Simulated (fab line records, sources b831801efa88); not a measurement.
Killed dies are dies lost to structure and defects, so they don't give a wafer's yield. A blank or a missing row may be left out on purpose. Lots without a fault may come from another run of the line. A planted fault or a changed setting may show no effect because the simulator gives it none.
fab line records | flow sky130
record lots=7 wafers=21 last_day=50
route steps=708 shown CAP2M@614 METAL4@621
lots that met no fault: from a run of the same line without faults
start_h: hours from the record's first day to the start of the lot's first wafer shown | wait_h: hours since the lot's step before | " the same as in the row above | L1.1+2: a row that stands for several wafers | - no value, or no start given | * or withheld: withheld | < > ~ a bound
route shown NAME@n: a module of which the file shows steps, and the number in the route of the first | usual: mean/standard deviation of fault-free wafers | same: alike in all rows | chamber/n: place in a boat | sites: the reading at each site | _std_site: their standard deviation | _edge_site: outer sites' mean less inner sites' | radius_mm: how far each site lies from the wafer's centre | mask NAME#n: copy n | behind: the tool/chamber that last shaped the wafer | hold: why the lot was held/for how many hours/how that ended | device: the transistor (n, p or np) that didn't switch | end of line: the same wafers' tests at the end of the route | a step without rows: its recipe alone | killed: dies lost to structure and defects at the first sort, not the wafer's yield | map: a wafer's dies, x killed, . not, _ none there
set.NAME: the setting as run; set.NAME@STEP: as run at that earlier step | model.NAME: the simulator's own value behind a step, which no gauge read
lots at some steps of the route; a table a step, a row a wafer
services: from which hour (start_h, from the record's first day; less than 0 if before it) a tool's chamber was out of use, for how many hours, and why
## steps
# step SKY_CAP2M_DEVELOP_11
# recipe resist=NOVOLAK developer=TMAH develop_time_s=60 dev_temp_c=23
# step SKY_CAP2M_OVL_MEAS_12
# usual CAP2M_OVL=0.1/1.5
# columns lot.wafer tool chamber start_h wait_h CAP2M_OVL[nm]
L489.2 overlay-02 - 1018.16 0.1 2.9
L489.3 " - " " 1.8
L489.5 " - " " 3.5
L492.1 overlay-01 - 1031.61 0.1 -2.5
L492.3 " - " " -3.9
L492.5 " - " " -1.6
L491.1 overlay-01 - 1032.96 0.1 -1.5
L491.3 " - " " -0.9
L491.5 " - " " -0.7
L493.1 overlay-02 - 1042.61 0.1 -2.1
L493.3 " - " " -2.1
L493.6 " - " " -0.3
L497.4 overlay-02 - 1063.18 0.1 2.9
L497.5 " - " " 2.6
L497.6 " - " " 2.9
L502.2 overlay-02 - 1081.21 0.1 -0.1
L502.3 " - " " 1.0
L502.6 " - " " 0.2
L505.2 overlay-02 - 1099.72 0.1 -2.1
L505.4 " - " " -2.6
L505.5 " - " " -2.2
# step SKY_CAP2M_METAL_ETCH_13
# recipe target_depth_nm=220 stop_on=SiO2 chemistry=Cl2/BCl3 target=TiN pressure_mtorr=10 icp_w=900 bias_w=48.5 Cl2_flow_sccm=60 bcl3_flow_sccm=30 time_s=62.9
# usual bcl3_flow_sccm=30.00/0.094 drypump_motor_current_A=6.1/0.37 mfc_cl2_sccm=59.96/0.19 oes_product_au=0.940/0.0084 throttle_valve_pct=21.902/0.0098
# columns lot.wafer tool chamber start_h wait_h bcl3_flow_sccm drypump_motor_current_A mfc_cl2_sccm oes_product_au rf_hours_counter_h throttle_valve_pct
L489.2 rie_metal-01 0 1018.19 0.0 30.00 6.4 59.55 0.940 15 21.907
L489.3 " 0 " " 30.18 6.4 59.83 0.941 - 21.883
L489.5 " 0 " " 30.06 6.3 59.86 0.938 - 21.908
L492.1 rie_metal-02 1 1031.65 0.0 30.05 6.0 59.98 0.933 13 21.900
L492.3 " 1 " " 30.07 6.0 59.75 0.940 - 21.898
L492.5 " 1 " " 30.00 6.0 59.93 0.933 - 21.897
L491.1 rie_metal-03 1 1032.99 0.0 30.02 6.3 60.01 0.933 10 21.888
L491.3 " 1 " " 29.90 6.3 59.89 0.938 - 21.889
L491.5 " 0 " " 29.93 5.8 60.12 0.933 - 21.913
L493.1 rie_metal-01 1 1042.64 0.0 30.04 6.5 59.94 0.939 12 21.903
L493.3 " 1 " " 30.05 6.5 60.02 0.943 - 21.895
L493.6 " 1 " " 29.98 6.5 60.05 0.930 - 21.912
L497.4 rie_metal-02 0 1063.28 0.1 29.86 5.5 59.69 0.939 - 21.902
L497.5 " 0 " " 29.95 5.5 59.80 0.933 - 21.893
L497.6 " 0 " " 30.01 5.5 59.76 0.938 - 21.914
L502.2 rie_metal-01 1 1081.24 0.0 30.17 6.5 60.49 0.936 14 21.908
L502.3 " 1 " " 30.21 6.5 60.36 0.927 - 21.900
L502.6 " 1 " " 30.23 6.5 60.42 0.941 - 21.909
L505.2 rie_metal-01 0 1099.75 0.0 30.07 6.4 59.92 0.948 21 21.871
L505.4 " 0 " " 29.99 6.4 59.87 0.942 - 21.906
L505.5 " 1 " " 29.98 6.5 59.81 0.937 - 21.912
# step SKY_CAP2M_STRIP_14
# recipe chemistry=O2/N2 power_w=1400 pressure_mtorr=1500 platen_temp_c=withheld o2_flow_sccm=3000 n2_flow_sccm=300 overash_fraction=0.5
# usual drypump_motor_current_A=5.81/0.28 oes_product_au=0.710/0.0046 strip_time_to_endpoint_s=12.64/0.048
# same overash_fraction=0.5
# columns lot.wafer tool chamber start_h wait_h drypump_motor_current_A oes_product_au rf_hours_counter_h strip_time_to_endpoint_s
L489.2 plasma_asher-02 0 1018.27 0.1 5.73 0.711 57 12.62
L489.3 " 0 " " 5.72 0.708 - 12.61
L489.5 " 0 " " 5.73 0.701 - 12.65
L492.1 plasma_asher-03 0 1031.73 0.1 5.49 0.713 125 12.71
L492.3 " 1 " " 5.51 0.714 - 12.67
L492.5 " 1 " " 5.53 0.711 - 12.75
L491.1 plasma_asher-02 1 1033.07 0.1 6.28 0.720 59 12.69
L491.3 " 1 " " 6.27 0.707 - 12.69
L491.5 " 1 " " 6.27 0.713 - 12.69
L493.1 plasma_asher-03 0 1042.72 0.1 5.50 0.716 126 12.52
L493.3 " 1 " " 5.56 0.705 - 12.57
L493.6 " 1 " " 5.54 0.705 - 12.50
L497.4 plasma_asher-02 1 1063.39 0.1 6.24 0.714 - 12.62
L497.5 " 1 " " 6.25 0.713 - 12.65
L497.6 " 0 " " 5.72 0.714 - 12.67
L502.2 plasma_asher-01 1 1081.32 0.1 5.67 0.709 31 12.57
L502.3 " 1 " " 5.70 0.708 - 12.57
L502.6 " 0 " " 5.92 0.719 - 12.56
L505.2 plasma_asher-01 0 1099.83 0.1 5.94 0.716 33 12.65
L505.4 " 0 " " 5.93 0.708 - 12.65
L505.5 " 0 " " 5.93 0.711 - 12.63
# step SKY_CAP2M_STRIP_15
# recipe chemistry=post_etch_residue_remover time_s=1200 temp_c=72.5
# step SKY_CAP2M_CLEAN_16
# recipe chemistry=IPA time_s=180 temp_c=25
# step SKY_CAP2M_CLEAN_17
# recipe chemistry=O3/DIW dry=n2_spin
# step SKY_METAL4_DEHYDRATE_05
# recipe temp_c=200 time_s=60
# step SKY_METAL4_HMDS_06
# recipe prime_time_s=60 prime_temp_c=120
# step SKY_METAL4_COAT_07
# recipe resist=BARC temp_c=withheld time_s=withheld spin_rpm=3000 resist_thk_nm=60
# step SKY_METAL4_COAT_08
# recipe resist=KrF-thick spin_rpm=3000 resist_thk_nm=1140
# step SKY_METAL4_SOFTBAKE_09
# recipe temp_c=100 time_s=90 resist=KrF-thick
# step SKY_METAL4_EXPOSE_10
# recipe mask_id=MM4 na=0.68 source_shape=annular sigma_inner=0.4 sigma_outer=0.8 target_cd_nm=300 dose_mj=28
# usual exposure_dose_mJ_cm2=27.996/0.026 focus_offset_nm=0.1/0.57 reticle_temp_C=23.00/0.1 sigma_outer=0.8/0
# columns lot.wafer tool chamber start_h wait_h mask exposure_dose_mJ_cm2 focus_offset_nm reticle_temp_C sigma_outer
L489.2 krf_scanner-01 0 1029.46 - MM4#0 28.048 0.1 23.16 0.8
L489.3 " 0 " " MM4#0 27.995 0.1 23.07 0.8
L489.5 " 0 " " MM4#0 28.019 -0.1 22.99 0.8
L492.1 krf_scanner-01 - 1044.52 - MM4#0 - - - -
L492.3 " - " " MM4#0 - - - -
L492.5 " - " " MM4#0 - - - -
L491.1 krf_scanner-02 - 1045.74 - MM4#0 - - - -
L491.3 " - " " MM4#0 - - - -
L491.5 " - " " MM4#0 - - - -
L493.1 krf_scanner-01 - 1053.44 - MM4#0 - - - -
L493.3 " - " " MM4#0 - - - -
L493.6 " - " " MM4#0 - - - -
L497.4 krf_scanner-01 0 1073.91 - MM4#0 27.990 -0.3 23.14 0.8
L497.5 " 0 " " MM4#0 27.994 0.7 23.07 0.8
L497.6 " 0 " " MM4#0 28.017 1.7 23.16 0.8
L502.2 krf_scanner-01 0 1092.65 - MM4#0 27.955 -0.7 23.00 0.8
L502.3 " 0 " " MM4#0 28.002 1.0 22.97 0.8
L502.6 " 0 " " MM4#0 27.977 -0.2 23.09 0.8
L505.2 krf_scanner-02 0 1111.13 - MM4#0 28.023 -0.2 23.02 0.8
L505.4 " 0 " " MM4#0 28.019 0.7 23.02 0.8
L505.5 " 0 " " MM4#0 27.982 0.6 22.94 0.8
# step SKY_METAL4_PEB_11
# recipe peb_temp_c=withheld peb_time_s=withheld resist=KrF-thick
## services
# columns tool chamber start_h hours kind
krf_scanner-01 - 996.38 0.2 repair
krf_scanner-01 - 1002.14 0.8 pm
rie_metal-02 - 1023.65 2.8 pm
plasma_asher-01 - 1032.50 28.1 pm
plasma_asher-02 - 1033.62 1.5 repair
krf_scanner-02 - 1036.66 0.8 pm
plasma_asher-03 - 1046.26 4.2 repair
rie_metal-03 - 1051.90 0.4 repair
plasma_asher-03 - 1055.25 9.0 pm
plasma_asher-03 0 1055.25 9.0 vent_cycle
plasma_asher-03 1 1055.25 9.0 vent_cycle
rie_metal-02 1 1057.53 10.4 repair
krf_scanner-01 - 1059.86 1.0 pm
rie_metal-01 1 1062.10 17.8 repair
plasma_asher-03 0 1064.25 - clean
plasma_asher-03 1 1064.25 - clean
krf_scanner-01 - 1074.10 1.4 repair
rie_metal-03 - 1074.59 2.8 pm
krf_scanner-02 - 1076.38 1.0 pm
krf_scanner-01 - 1110.88 1.3 repair
## key
first_sign step=SKY_METAL4_EXPOSE_10 reading=tool_record direction=missing
effect none on later readings
met_at SKY_METAL4_EXPOSE_10
struck_wafers L491.1,L491.3,L491.5,L492.1,L492.3,L492.5,L493.1,L493.3,L493.6
later_rows_left_out L491.1,L491.3,L491.5,L492.1,L492.3,L492.5,L493.1,L493.3,L493.6
sort_left_out L491.1,L491.3,L491.5,L492.1,L492.3,L492.5,L493.1,L493.3,L493.6
onset_between 1029.46 1044.52
fault kind=skipped_step_whole tool=krf_scanner-01,krf_scanner-02 chamber=- onset_h=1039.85 steps=SKY_METAL4_EXPOSE_10 scope=struck_lots_only
# sort_left_out: the simulated sort isn't trusted on such a fault, so these wafers' sort isn't shown, and their yield isn't known
# later_rows_left_out: the simulator's readings of these wafers behind a module that went badly wrong aren't trusted and aren't shown, but for the sort
